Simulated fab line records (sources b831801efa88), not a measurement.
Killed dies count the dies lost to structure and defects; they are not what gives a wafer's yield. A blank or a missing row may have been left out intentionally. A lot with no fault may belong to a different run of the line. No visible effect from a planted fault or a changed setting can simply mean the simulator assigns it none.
Chamber matching | flow gf180mcu | 4 sister chambers for GF_CONTACT_ETCH_16 on rie diel-01
The step etches BARC in N2/H2. 4 wafers are shown with their chamber, then 7 later ones without.

== WAFERS, EACH WITH ITS CHAMBER ==
wafer  | chamber | drypump motor current A (A)
L170.3 | 0       | 5.78
L170.6 | 1       | 6.02
L171.2 | 3       | 5.72
L171.4 | 2       | 6.07

== WAFERS WITH NO CHAMBER GIVEN ==
wafer  | drypump motor current A (A)
L171.6 | 5.75
L179.1 | 6.05
L179.2 | 6.05
L179.3 | 5.79
L185.1 | 5.79
L185.2 | 5.72
L185.3 | 6.06

== WHICH CHAMBER EACH WENT THROUGH ==
wafer  | from the rows above     | in truth
L171.6 | can't be placed: 0 or 3 | 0
L179.1 | can't be placed: 2 or 1 | 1
L179.2 | can't be placed: 2 or 1 | 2
L179.3 | 0                       | 0
L185.1 | 0                       | 0
L185.2 | 3                       | 3
L185.3 | can't be placed: 2 or 1 | 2
Correct placement for 3 of the 7. Not placeable from these rows: 4 (in 4, the candidates include the true chamber). 0 placed wrongly.
How it was worked out, from the rows above alone: a wafer's distance from a chamber is the root of the sum, over the readings, of the square of ((its reading less the chamber's mean) divided by the reading's scatter). The wafer belongs to the nearest chamber; if the next one is less than 2 further off, it can't be placed. Each chamber's mean is taken over the wafers shown for it. The scatter: root of mean squared gap, hidden wafer to nearest shown wafer, with one shown wafer a chamber.
